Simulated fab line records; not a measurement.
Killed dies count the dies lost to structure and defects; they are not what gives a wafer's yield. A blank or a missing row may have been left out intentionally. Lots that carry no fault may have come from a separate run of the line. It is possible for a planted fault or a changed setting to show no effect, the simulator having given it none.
2 desks, one fault | flow sky130 | each desk holds nothing but its own numbers, with what lay behind them at the end

== DESK OF THE TOOL OWNER: iline stepper-01 ==
The tool's own readings at SKY_NWELL_EXPOSE_20 (exposes mask NWM COMPLEMENT, target cd 840 nm): means of the sampled wafers that have a number, for each lot that ran on this tool. If a lot's mean is further than 4 standard deviations from the usual mean, the lot is out of limits and carries the mark OUT (the distance appears in the brackets).
Columns: A = stage vel mm s at SKY_NWELL_EXPOSE_20, usual 499.96 mm/s
lot  | first seen here | A
L512 | day 6 19:24     | 500.12
L514 | day 6 21:47     | 500.48
L520 | day 8 15:28     | 500.06
L522 | day 9 02:14     | 500.04
L524 | day 9 17:37     | 499.90
This desk's verdict: no lot among the 5 shows anything out of limits.

== THE METROLOGY DESK ==
Lot by lot, what the gauges showed, no matter which tool ran the lot: averages of those sampled wafers that carry a number. If a lot's mean is further than 4 standard deviations from the usual mean, the lot is out of limits and carries the mark OUT (the distance appears in the brackets). Of its 9 readings 7 are shown: those that lie furthest out on some lot.
Columns: A = NWELL_00_OVL at SKY_NWELL_OVL_MEAS_10, usual -0.2 nm; B = NWELL_01_OVL at SKY_NWELL_OVL_MEAS_23, usual -0.7 nm; C = NWELL_2_TW at SKY_NWELL_TW_MEAS_26, usual 501; D = PWDE_RS at SKY_NWELL_RS_MEAS_31, usual 5275 ohm/sq; E = cd nm at SKY_VT_ADJUST_HVTP_CD_MEAS_07, usual 379.9 nm; F = VT_ADJUST_HVTP_OVL at SKY_VT_ADJUST_HVTP_OVL_MEAS_08, usual 0.0 nm; G = VT_ADJUST_HVTP_TW at SKY_VT_ADJUST_HVTP_TW_MEAS_11, usual 1362
lot  | first seen here | A    | B    | C   | D    | E     | F    | G
L512 | day 6 09:58     | -0.5 | -0.8 | 500 | 5277 | 380.4 | 0.1  | 1375
L514 | day 6 11:53     | -0.6 | 1.4  | 498 | 5286 | 378.5 | -0.1 | 1373
L519 | day 7 22:47     | -0.1 | -1.7 | 504 | 5289 | 376.8 | -0.1 | 1374
L520 | day 8 04:37     | -0.8 | 0.8  | 494 | 5268 | 381.2 | 0.1  | 1358
L522 | day 8 14:22     | 1.1  | 1.7  | 504 | 5254 | 381.1 | -1.5 | 1354
L524 | day 9 06:01     | -1.6 | -0.7 | 504 | 5231 | 379.4 | 0.3  | 1353
This desk's verdict: no lot among the 6 shows anything out of limits.

== ALL TOGETHER ==
The tool owner's desk saw nothing out of limits.
At the metrology desk, nothing out of limits was observed.

== WHAT THE SIMULATOR HAD PUT IN ==
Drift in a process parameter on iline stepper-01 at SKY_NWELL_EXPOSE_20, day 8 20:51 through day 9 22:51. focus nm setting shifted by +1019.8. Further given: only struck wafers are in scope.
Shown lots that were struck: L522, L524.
